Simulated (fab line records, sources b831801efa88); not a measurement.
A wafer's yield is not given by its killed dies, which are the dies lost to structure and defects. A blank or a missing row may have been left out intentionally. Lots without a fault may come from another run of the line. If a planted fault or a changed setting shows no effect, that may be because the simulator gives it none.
fab line records	flow sky130
[record] lots = 7	wafers = 21	last-day = 48
route steps=708 shown PWDE@54 NWELL@56 PAD_OPEN@708
lots that met no fault: from a run of the same line without faults
start-h: hours from the record's opening day to when the first of the lot's shown wafers began	wait-h: hours elapsed since this lot's preceding step	" as in the row above	L1.1+2: one row covering several wafers at once	- no value, or no start given	* or withheld: withheld	< > ~ a bound
route shown NAME@n: a module of which the file shows steps, and the number in the route of the first	usual: average and standard deviation across the fault-free wafers	same: alike in all rows	chamber/n: place in a boat	sites: each site's reading	_std_site: standard deviation of those values	_edge_site: the outer-site mean with the inner-site mean subtracted	radius-mm: how far each site lies from the wafer's centre	mask NAME#n: copy n	behind: tool/chamber where the wafer was last shaped	hold: why the lot was held/for how many hours/how that ended	device: names the non-switching transistor (n, p or np)	end of line: the route-end tests of the same wafers	step lacking rows: just its recipe	killed: dies that structure and defects cost at the first sort, which is not the same as the wafer's yield	map: dies across one wafer; x = killed, . = not, _ = none there
set.NAME: the setting as run; set.NAME@STEP: as run at that earlier step	model.NAME: the simulator's own value behind a step, which no gauge read
certain route steps with their lots: each step a table, each wafer a row
services: from which hour (start-h, from the record's first day; less than 0 if before it) a tool's chamber was out of use, for how many hours, and why
[[steps]]
[step SKY_PWDE_STRIP_09]
[recipe] chemistry = O2/N2	power-w = 1400	pressure-mtorr = 1500	platen-temp-c = withheld	o2-flow-sccm = 3000	n2-flow-sccm = 300	overash-fraction = 0.5
[usual] drypump-motor-current-A = 5.93/0.26	oes-product-au = 0.722/0.0046	strip-time-to-endpoint-s = 36.91/0.11
lot.wafer	tool	chamber	start-h	wait-h	drypump-motor-current-A	oes-product-au	rf-hours-counter-h	strip-time-to-endpoint-s
L573.1	plasma-asher-01	0	85.68	0.2	6.11	0.713	43	36.68
L573.3	"	0	"	"	6.11	0.715	-	36.67
L573.6	"	1	"	"	5.93	0.716	-	36.73
L576.2	plasma-asher-01	0	103.03	0.1	6.10	0.722	45	36.88
L576.3	"	0	"	"	6.12	0.722	-	36.93
L576.6	"	0	"	"	6.10	0.720	-	36.90
L577.2	plasma-asher-01	1	107.53	0.1	5.91	0.728	46	36.85
L577.3	"	1	"	"	5.92	0.727	-	36.99
L577.4	"	0	"	"	6.13	0.724	-	37.04
L578.1	plasma-asher-02	1	113.48	0.1	6.38	0.721	43	36.88
L578.4	"	1	"	"	6.38	0.715	-	36.91
L578.6	"	1	"	"	6.40	0.728	-	36.88
L581.2	plasma-asher-04	1	128.63	0.1	5.77	0.723	1	36.99
L581.3	"	0	"	"	5.74	0.726	-	36.92
L581.6	"	1	"	"	5.82	0.724	-	36.96
L582.2	plasma-asher-01	1	135.08	0.1	5.92	0.726	48	36.80
L582.5	"	1	"	"	5.92	0.726	-	36.86
L582.6	"	0	"	"	6.14	0.730	-	36.81
L583.4	plasma-asher-01	0	142.97	0.1	6.09	0.717	-	36.89
L583.5	"	0	"	"	6.10	0.727	-	36.83
L583.6	"	1	"	"	5.90	0.725	-	36.81
[step SKY_PWDE_TW_MEAS_10]
[usual] PWDE_TW = 375.7/3
lot.wafer	tool	chamber	start-h	wait-h	PWDE_TW
L573.1	film-metro-03	-	85.78	0.1	381.7
L573.3	"	-	"	"	379.7
L573.6	"	-	"	"	378.8
L576.2	film-metro-01	-	103.14	0.1	374.9
L576.3	"	-	"	"	376.5
L576.6	"	-	"	"	373.8
L577.2	film-metro-01	-	107.64	0.1	373.5
L577.3	"	-	"	"	374.1
L577.4	"	-	"	"	375.0
L578.1	film-metro-03	-	113.58	0.1	379.9
L578.4	"	-	"	"	377.4
L578.6	"	-	"	"	377.6
L581.2	film-metro-03	-	128.74	0.1	378.7
L581.3	"	-	"	"	380.4
L581.6	"	-	"	"	378.4
L582.2	film-metro-02	-	135.19	0.1	374.5
L582.5	"	-	"	"	374.6
L582.6	"	-	"	"	373.3
L583.4	film-metro-02	-	143.06	0.1	377.3
L583.5	"	-	"	"	373.5
L583.6	"	-	"	"	374.4
[step SKY_NWELL_DEHYDRATE_03]
[recipe] temp-c = 200	time-s = 60
[step SKY_NWELL_HMDS_04]
[recipe] prime-time-s = 60	prime-temp-c = 120
[step SKY_NWELL_COAT_05]
[recipe] spin-rpm = 2000	resist-thk-nm = 3000
[step SKY_NWELL_SOFTBAKE_06]
[recipe] temp-c = 110	time-s = withheld
[step SKY_NWELL_EXPOSE_07]
[recipe] mask-id = NWM	na = 0.6	source-shape = conventional	sigma-outer = 0.6	polarization = unpolarized	target-cd-nm = 840	dose-mj = 255
[step SKY_NWELL_PEB_08]
[recipe] temp-c = 115	time-s = withheld
[step SKY_NWELL_DEVELOP_09]
[recipe] wall-angle-deg = 90	developer = TMAH	develop-time-s = 60	dev-temp-c = 23
[step SKY_NWELL_OVL_MEAS_10]
[usual] NWELL_00_OVL = -0.1/1.2
lot.wafer	tool	chamber	start-h	wait-h	NWELL_00_OVL[nm]
L573.1	overlay-02	-	103.45	-	0.8
L573.3	"	-	"	"	1.6
L573.6	"	-	"	"	0.6
L576.2	overlay-01	-	120.91	-	-1.0
L576.3	"	-	"	"	0.2
L576.6	"	-	"	"	0.1
L577.2	overlay-01	-	125.69	-	0.0
L577.3	"	-	"	"	0.5
L577.4	"	-	"	"	0.1
L578.1	overlay-02	-	131.58	-	-0.7
L578.4	"	-	"	"	0.1
L578.6	"	-	"	"	-0.4
L581.2	overlay-01	-	147.85	-	1.7
L581.3	"	-	"	"	3.0
L581.6	"	-	"	"	0.5
L582.2	overlay-02	-	154.89	-	-0.2
L582.5	"	-	"	"	0.5
L582.6	"	-	"	"	2.1
L583.4	overlay-02	-	162.92	-	0.5
L583.5	"	-	"	"	-0.4
L583.6	"	-	"	"	0.3
[step SKY_NWELL_IMPLANT_11]
[recipe] species = P	energy-kev = 400	dose-cm2 = 1.9e+13	tilt-deg = withheld
[step SKY_NWELL_IMPLANT_12]
[recipe] species = P	energy-kev = 120	dose-cm2 = 1.3e+12	tilt-deg = withheld
[step SKY_NWELL_IMPLANT_13]
[recipe] species = P	energy-kev = 50	dose-cm2 = 7e+11	tilt-deg = withheld
[usual] implant-ion-amu = 31/0
lot.wafer	tool	chamber	start-h	wait-h	implant-ion-amu	model.implant.rp-nm	model.implant.drp-nm
L573.1	implanter-02	0	103.79	0.1	31	61.03	25.55
L573.3	"	0	"	"	31	61.03	25.55
L573.6	"	0	"	"	31	61.03	25.55
L576.2	implanter-02	0	121.26	0.1	31	61.25	25.55
L576.3	"	0	"	"	31	61.25	25.55
L576.6	"	0	"	"	31	61.25	25.55
L577.2	implanter-04	0	126.04	0.1	31	60.85	25.55
L577.3	"	0	"	"	31	60.85	25.55
L577.4	"	0	"	"	31	60.85	25.55
L578.1	implanter-04	0	131.92	0.1	31	60.7	25.55
L578.4	"	0	"	"	31	60.7	25.55
L578.6	"	0	"	"	31	60.7	25.55
L581.2	implanter-03	0	148.21	0.1	11	163.3	58.55
L581.3	"	0	"	"	11	163.3	58.55
L581.6	"	0	"	"	11	163.3	58.55
L582.2	implanter-03	0	155.24	0.1	11	161.8	58.55
L582.5	"	0	"	"	11	161.8	58.55
L582.6	"	0	"	"	11	161.8	58.55
L583.4	implanter-04	0	163.31	0.1	11	163.3	58.55
L583.5	"	0	"	"	11	163.3	58.55
L583.6	"	0	"	"	11	163.3	58.55
[step SKY_NWELL_STRIP_14]
[recipe] chemistry = O2/N2	power-w = 1400	pressure-mtorr = 1500	platen-temp-c = withheld	o2-flow-sccm = 3000	n2-flow-sccm = 300	overash-fraction = 0.5
[usual] drypump-motor-current-A = 5.7/0.33	oes-product-au = 0.722/0.0045	strip-time-to-endpoint-s = 36.93/0.11
lot.wafer	tool	chamber	start-h	wait-h	drypump-motor-current-A	oes-product-au	rf-hours-counter-h	strip-time-to-endpoint-s
L573.1	plasma-asher-01	1	103.94	0.1	5.9	0.731	45	36.79
L573.3	"	0	"	"	6.1	0.733	-	36.85
L573.6	"	0	"	"	6.1	0.720	-	36.70
L576.2	plasma-asher-03	0	121.39	0.1	5.3	0.719	28	36.99
L576.3	"	0	"	"	5.3	0.715	-	36.87
L576.6	"	1	"	"	5.2	0.730	-	36.90
L577.2	plasma-asher-01	0	126.17	0.1	6.1	0.724	48	36.93
L577.3	"	1	"	"	5.9	0.721	-	36.95
L577.4	"	0	"	"	6.1	0.717	-	36.93
L578.1	plasma-asher-03	0	132.07	0.1	5.3	0.725	29	37.13
L578.4	"	1	"	"	5.2	0.724	-	37.12
L578.6	"	0	"	"	5.3	0.724	-	36.98
L581.2	plasma-asher-04	0	148.33	0.1	5.8	0.727	3	36.89
L581.3	"	1	"	"	5.8	0.728	-	36.80
L581.6	"	1	"	"	5.8	0.730	-	36.93
L582.2	plasma-asher-01	0	155.37	0.1	6.1	0.715	50	37.06
L582.5	"	1	"	"	5.9	0.727	-	37.10
L582.6	"	0	"	"	6.1	0.721	-	36.96
L583.4	plasma-asher-04	0	163.42	0.1	5.8	0.729	-	36.85
L583.5	"	1	"	"	5.8	0.728	-	36.92
L583.6	"	0	"	"	5.8	0.720	-	36.78
[step SKY_NWELL_TW_MEAS_15]
[usual] NWELL_TW = 1828/16
lot.wafer	tool	chamber	start-h	wait-h	NWELL_TW
L573.1	film-metro-03	-	104.04	0.1	1846
L573.3	"	-	"	"	1840
L573.6	"	-	"	"	1849
L576.2	film-metro-02	-	121.50	0.1	1811
L576.3	"	-	"	"	1829
L576.6	"	-	"	"	1816
L577.2	film-metro-03	-	126.28	0.1	1848
L577.3	"	-	"	"	1843
L577.4	"	-	"	"	1841
L578.1	film-metro-01	-	132.17	0.1	1807
L578.4	"	-	"	"	1800
L578.6	"	-	"	"	1804
L581.2	film-metro-03	-	148.44	0.1	1838
L581.3	"	-	"	"	1844
L581.6	"	-	"	"	1838
L582.2	film-metro-03	-	155.48	0.1	1844
L582.5	"	-	"	"	1855
L582.6	"	-	"	"	1848
L583.4	film-metro-02	-	163.51	0.1	1815
L583.5	"	-	"	"	1814
L583.6	"	-	"	"	1813
[step SKY_NWELL_DEHYDRATE_16]
[recipe] temp-c = 200	time-s = 60
[step SKY_NWELL_HMDS_17]
[recipe] prime-time-s = 60	prime-temp-c = 120
[step SKY_NWELL_COAT_18]
[recipe] spin-rpm = 2000	resist-thk-nm = 3000
[step SKY_NWELL_SOFTBAKE_19]
[recipe] temp-c = 110	time-s = withheld
[step SKY_NWELL_EXPOSE_20]
[recipe] mask-id = NWM_COMPLEMENT	na = 0.6	source-shape = conventional	sigma-outer = 0.6	polarization = unpolarized	target-cd-nm = 840	dose-mj = 260
[step SKY_NWELL_PEB_21]
[recipe] temp-c = 115	time-s = withheld
[step SKY_NWELL_DEVELOP_22]
[recipe] wall-angle-deg = 90	developer = TMAH	develop-time-s = 60	dev-temp-c = 23
[step SKY_NWELL_OVL_MEAS_23]
[usual] NWELL_01_OVL = 0.8/1.2
lot.wafer	tool	chamber	start-h	wait-h	NWELL_01_OVL[nm]
L573.1	overlay-02	-	121.55	-	-0.8
L573.3	"	-	"	"	0.0
L573.6	"	-	"	"	0.5
L576.2	overlay-02	-	140.79	-	2.0
L576.3	"	-	"	"	3.5
L576.6	"	-	"	"	3.9
L577.2	overlay-02	-	146.16	-	0.1
L577.3	"	-	"	"	2.1
L577.4	"	-	"	"	2.1
L578.1	overlay-02	-	151.65	-	-0.1
L578.4	"	-	"	"	0.3
L578.6	"	-	"	"	1.4
L581.2	overlay-01	-	168.46	-	2.2
L581.3	"	-	"	"	1.7
L581.6	"	-	"	"	0.7
L582.2	overlay-02	-	175.65	-	0.7
L582.5	"	-	"	"	-0.6
L582.6	"	-	"	"	2.9
L583.4	overlay-02	-	184.25	-	-1.4
L583.5	"	-	"	"	-1.3
L583.6	"	-	"	"	0.0
[step SKY_NWELL_IMPLANT_24]
[recipe] species = B	energy-kev = 140	dose-cm2 = 9.2e+12	tilt-deg = withheld
[step SKY_NWELL_STRIP_25]
[recipe] chemistry = O2/N2	power-w = 1400	pressure-mtorr = 1500	platen-temp-c = withheld	o2-flow-sccm = 3000	n2-flow-sccm = 300	overash-fraction = 0.5
[usual] drypump-motor-current-A = 5.7/0.34	oes-product-au = 0.723/0.0038	strip-time-to-endpoint-s = 36.90/0.12
lot.wafer	tool	chamber	start-h	wait-h	drypump-motor-current-A	oes-product-au	rf-hours-counter-h	strip-time-to-endpoint-s
L573.1	plasma-asher-03	1	121.74	0.1	5.2	0.718	28	36.98
L573.3	"	1	"	"	5.2	0.723	-	37.01
L573.6	"	1	"	"	5.2	0.720	-	36.91
L576.2	plasma-asher-01	1	140.97	0.1	5.9	0.719	49	36.74
L576.3	"	1	"	"	5.9	0.726	-	36.73
L576.6	"	0	"	"	6.1	0.719	-	36.73
L577.2	plasma-asher-03	0	146.34	0.1	5.3	0.726	31	36.88
L577.3	"	1	"	"	5.2	0.723	-	36.87
L577.4	"	0	"	"	5.3	0.728	-	36.84
L578.1	plasma-asher-01	0	151.84	0.1	6.1	0.725	50	36.91
L578.4	"	0	"	"	6.1	0.720	-	37.03
L578.6	"	1	"	"	5.9	0.719	-	36.98
L581.2	plasma-asher-04	0	168.64	0.1	5.8	0.721	5	36.91
L581.3	"	0	"	"	5.8	0.722	-	36.78
L581.6	"	0	"	"	5.8	0.713	-	36.86
L582.2	plasma-asher-03	1	175.83	0.1	5.2	0.719	34	36.85
L582.5	"	0	"	"	5.3	0.719	-	36.81
L582.6	"	1	"	"	5.2	0.718	-	36.68
L583.4	plasma-asher-03	1	184.45	0.1	5.2	0.725	-	37.00
L583.5	"	1	"	"	5.2	0.726	-	37.11
L583.6	"	0	"	"	5.3	0.722	-	36.97
[step SKY_NWELL_TW_MEAS_26]
[usual] NWELL_2_TW = 499/3.7
lot.wafer	tool	chamber	start-h	wait-h	NWELL_2_TW
L573.1	film-metro-03	-	121.84	0.1	507
L573.3	"	-	"	"	505
L573.6	"	-	"	"	506
L576.2	film-metro-01	-	141.08	0.1	492
L576.3	"	-	"	"	492
L576.6	"	-	"	"	493
L577.2	film-metro-01	-	146.45	0.1	494
L577.3	"	-	"	"	495
L577.4	"	-	"	"	496
L578.1	film-metro-02	-	151.94	0.1	497
L578.4	"	-	"	"	500
L578.6	"	-	"	"	500
L581.2	film-metro-01	-	168.75	0.1	494
L581.3	"	-	"	"	495
L581.6	"	-	"	"	496
L582.2	film-metro-01	-	175.94	0.1	498
L582.5	"	-	"	"	498
L582.6	"	-	"	"	496
L583.4	film-metro-03	-	184.55	0.1	502
L583.5	"	-	"	"	506
L583.6	"	-	"	"	503
[step SKY_NWELL_CLEAN_27]
[recipe] chemistry = SC1/SC2	mix = 1:4:20	temp-c = 70	time-s = 150	dry = n2-spin
[step SKY_NWELL_RTA_28]
[recipe] temp-c = 1050	time-s = 30	idle-temp-c = 650	ramp-up-c-per-s = 150	ramp-down-c-per-s = 90	ambient = N2
[usual] lamp-power-pct = 25.30/0.056	wafer_temp_C_max = 1054.9/0.9
[same] time-s = 30
lot.wafer	tool	chamber	start-h	wait-h	lamp-power-pct	wafer_temp_C_max
L573.1	rtp-anneal-02	0	121.95	0.0	25.28	1053.8
L573.3	"	0	"	"	25.34	1054.7
L573.6	"	0	"	"	25.23	1053.9
L576.2	rtp-anneal-02	0	141.19	0.0	25.29	1055.1
L576.3	"	0	"	"	25.20	1054.8
L576.6	"	0	"	"	25.35	1055.5
L577.2	rtp-anneal-02	0	146.56	0.0	25.28	1054.8
L577.3	"	0	"	"	25.34	1054.4
L577.4	"	0	"	"	25.31	1054.9
L578.1	rtp-anneal-01	0	152.05	0.0	25.36	1053.3
L578.4	"	0	"	"	25.23	1055.0
L578.6	"	0	"	"	25.29	1054.0
L581.2	rtp-anneal-01	0	168.86	0.0	25.37	1056.5
L581.3	"	0	"	"	25.28	1055.6
L581.6	"	0	"	"	25.24	1054.8
L582.2	rtp-anneal-02	0	176.06	0.0	25.41	1056.2
L582.5	"	0	"	"	25.24	1056.1
L582.6	"	0	"	"	25.26	1054.8
L583.4	rtp-anneal-01	0	184.68	0.1	25.26	1055.1
L583.5	"	0	"	"	25.26	1056.3
L583.6	"	0	"	"	25.27	1054.4
[step SKY_NWELL_RS_MEAS_29]
[recipe] thk-meas-gauge = four-point-probe
[usual] NWELL_RS = 625.2/1.7
lot.wafer	tool	chamber	start-h	wait-h	NWELL_RS[ohm/sq]
L573.1	film-metro-01	-	122.05	0.1	626.5
L573.3	"	-	"	"	627.9
L573.6	"	-	"	"	625.6
L576.2	film-metro-03	-	141.30	0.1	625.2
L576.3	"	-	"	"	624.4
L576.6	"	-	"	"	624.3
L577.2	film-metro-03	-	146.67	0.1	625.9
L577.3	"	-	"	"	626.1
L577.4	"	-	"	"	626.2
L578.1	film-metro-03	-	152.15	0.1	626.4
L578.4	"	-	"	"	629.7
L578.6	"	-	"	"	625.2
L581.2	film-metro-01	-	168.97	0.1	-
L581.3	"	-	"	"	-
L581.6	"	-	"	"	-
L582.2	film-metro-02	-	176.17	0.1	-
L582.5	"	-	"	"	-
L582.6	"	-	"	"	-
L583.4	film-metro-02	-	184.79	0.1	-
L583.5	"	-	"	"	-
L583.6	"	-	"	"	-
[step SKY_PAD_OPEN_PROBE_99]
[usual] killed_at_M0_to_M3 = 43/8	killed_at_M4_up = 2.9/1.6	killed-at-contacts = 26/5.2	killed-at-front-end = 15/4.3	killed-at-other = 0.3/0.56	killed-dies = 87/10	killed-open = 48/6.9	killed-short = 40/6.5
[same] gross-dies = 492	killed-at-back-side = 0
lot.wafer	tool	chamber	start-h	wait-h	killed_at_M0_to_M3	killed_at_M4_up	killed-at-contacts	killed-at-front-end	killed-at-other	killed-dies	killed-open	killed-short
L573.1	prober-01	-	1092.11	0.1	49	2	30	11	0	92	58	34
L573.3	prober-01	-	1092.21	0.2	40	2	32	15	0	89	49	40
L573.6	prober-01	-	1092.36	0.2	32	2	31	19	0	84	48	36
L576.2	prober-01	-	1111.51	0.1	46	4	27	21	0	98	47	51
L576.3	prober-01	-	1111.56	0.2	51	3	24	7	0	85	43	42
L576.6	prober-01	-	1111.71	0.2	46	4	28	12	0	90	46	44
L578.1	prober-01	-	1127.79	0.1	54	3	24	15	0	96	50	46
L578.4	prober-01	-	1127.94	0.2	47	3	22	17	1	90	51	39
L578.6	prober-01	-	1128.04	0.2	49	6	34	13	0	102	59	43
L581.2	prober-02	-	1140.12	0.1	45	4	39	11	0	99	52	47
L581.3	prober-02	-	1140.17	0.2	39	2	27	21	0	89	49	40
L581.6	prober-02	-	1140.32	0.2	40	7	24	17	0	88	39	49
// killed by level:class
L573.1 VIA1:geometric-particle:open=11 VIA2:geometric-particle:open=10 LI_CONTACT:geometric-particle:open=9 CONTACT:geometric-particle:open=8 METAL2:geometric-particle:short=6 LOCAL_INTERCONNECT:geometric-particle:short=5 VIA3:geometric-particle:open=5 FIELD_ISO:geometric-particle:short=4
L573.3 VIA1:geometric-particle:open=16 CONTACT:geometric-particle:open=11 CONTACT:geometric-particle:short=7 LOCAL_INTERCONNECT:geometric-particle:short=6 METAL2:geometric-particle:short=6 FIELD_ISO:geometric-particle:short=5 LI_CONTACT:geometric-particle:open=5 METAL1:geometric-particle:short=5
L573.6 LI_CONTACT:geometric-particle:open=12 VIA1:geometric-particle:open=10 CONTACT:geometric-particle:open=8 POLY_GATE:geometric-particle:open=6 METAL1:geometric-particle:short=6 POLY_GATE:geometric-particle:short=5 CONTACT:geometric-particle:short=4 LI_CONTACT:geometric-particle:short=4
L576.2 CONTACT:geometric-particle:open=11 FIELD_ISO:geometric-particle:short=9 CONTACT:geometric-particle:short=7 METAL1:geometric-particle:short=7 VIA2:geometric-particle:open=7 POLY_GATE:geometric-particle:open=5 VIA1:geometric-particle:open=5 LI_CONTACT:geometric-particle:open=4
L576.3 CONTACT:geometric-particle:open=11 METAL1:geometric-particle:short=7 VIA1:geometric-particle:short=7 VIA3:geometric-particle:open=7 VIA1:geometric-particle:open=6 LI_CONTACT:geometric-particle:open=5 METAL2:geometric-particle:short=5 METAL3:geometric-particle:short=5
L576.6 CONTACT:geometric-particle:open=12 VIA2:geometric-particle:open=8 LI_CONTACT:geometric-particle:open=7 VIA1:geometric-particle:open=6 METAL1:geometric-particle:short=6 VIA3:geometric-particle:short=6 METAL2:geometric-particle:short=5 METAL3:geometric-particle:short=5
L578.1 VIA1:geometric-particle:open=12 LI_CONTACT:geometric-particle:open=8 METAL1:geometric-particle:short=8 CONTACT:geometric-particle:open=8 VIA1:geometric-particle:short=8 VIA2:geometric-particle:open=8 VIA3:geometric-particle:open=6 METAL3:geometric-particle:short=5
L578.4 CONTACT:geometric-particle:open=10 VIA1:geometric-particle:open=9 METAL1:geometric-particle:short=8 LI_CONTACT:geometric-particle:open=8 VIA2:geometric-particle:open=6 POLY_GATE:geometric-particle:open=5 POLY_GATE:geometric-particle:short=5 METAL2:geometric-particle:short=5
L578.6 VIA1:geometric-particle:open=15 CONTACT:geometric-particle:open=14 METAL1:geometric-particle:short=10 LI_CONTACT:geometric-particle:open=8 CONTACT:geometric-particle:short=7 METAL4:geometric-particle:short=6 POLY_GATE:geometric-particle:open=5 VIA2:geometric-particle:open=5
L581.2 CONTACT:geometric-particle:open=13 LI_CONTACT:geometric-particle:open=8 METAL1:geometric-particle:short=8 METAL2:geometric-particle:short=8 VIA1:geometric-particle:open=7 LI_CONTACT:geometric-particle:short=6 CONTACT:geometric-particle:short=6 VIA3:geometric-particle:open=5
L581.3 LI_CONTACT:geometric-particle:open=9 VIA3:geometric-particle:open=7 VIA1:geometric-particle:short=7 VIA1:geometric-particle:open=7 VIA2:geometric-particle:open=6 CONTACT:geometric-particle:open=6 CONTACT:geometric-particle:short=5 FIELD_ISO:geometric-particle:open=4
L581.6 FIELD_ISO:geometric-particle:short=8 CONTACT:geometric-particle:open=8 VIA1:geometric-particle:open=8 METAL2:geometric-particle:short=7 LOCAL_INTERCONNECT:geometric-particle:short=5 VIA2:geometric-particle:open=5 VIA3:geometric-particle:short=5 LI_CONTACT:geometric-particle:short=4
[[services]]
tool	chamber	start-h	hours	kind
plasma-asher-04	-	77.84	28.1	pm
implanter-03	-	82.65	0.7	repair
rtp-anneal-01	-	86.62	6.5	pm
plasma-asher-02	-	98.20	6.0	repair
plasma-asher-01	-	108.12	3.6	repair
plasma-asher-04	-	108.75	9.0	pm
plasma-asher-04	0	108.75	9.0	vent-cycle
plasma-asher-04	1	108.75	9.0	vent-cycle
plasma-asher-04	-	111.08	3.7	repair
plasma-asher-04	0	117.75	-	clean
plasma-asher-04	1	117.75	-	clean
plasma-asher-04	-	119.83	3.0	repair
implanter-02	-	152.21	3.5	repair
[[key]]
[first-sign] step = SKY_NWELL_IMPLANT_13	reading = implant-ion-amu	direction = down	sigmas = 99+	usual = 31	struck = 11
[effect] step = SKY_NWELL_RS_MEAS_29	reading = NWELL_RS	direction = missing
[model-effect] step = SKY_NWELL_IMPLANT_13	value = implant.rp-nm	without = 61.46	struck = 162.8
met-at SKY_NWELL_IMPLANT_13
struck-wafers L581.2,L581.3,L581.6,L582.2,L582.5,L582.6,L583.4,L583.5,L583.6
tester-left-out L581,L582,L583
onset-between 131.92 148.21
[fault] kind = wrong-recipe-download	tool = implanter-02,implanter-03,implanter-04	chamber = -	onset-h = 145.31	steps = SKY_NWELL_IMPLANT_13	wrong-recipe.not-listed = 1
// tester-left-out: of these lots the tester's yield and bins aren't shown, on N5 and GAA mostly nor the transistor test; their killed dies are dies lost to structure and defects alone, not to doping, threshold or leakage, so they don't give the yield
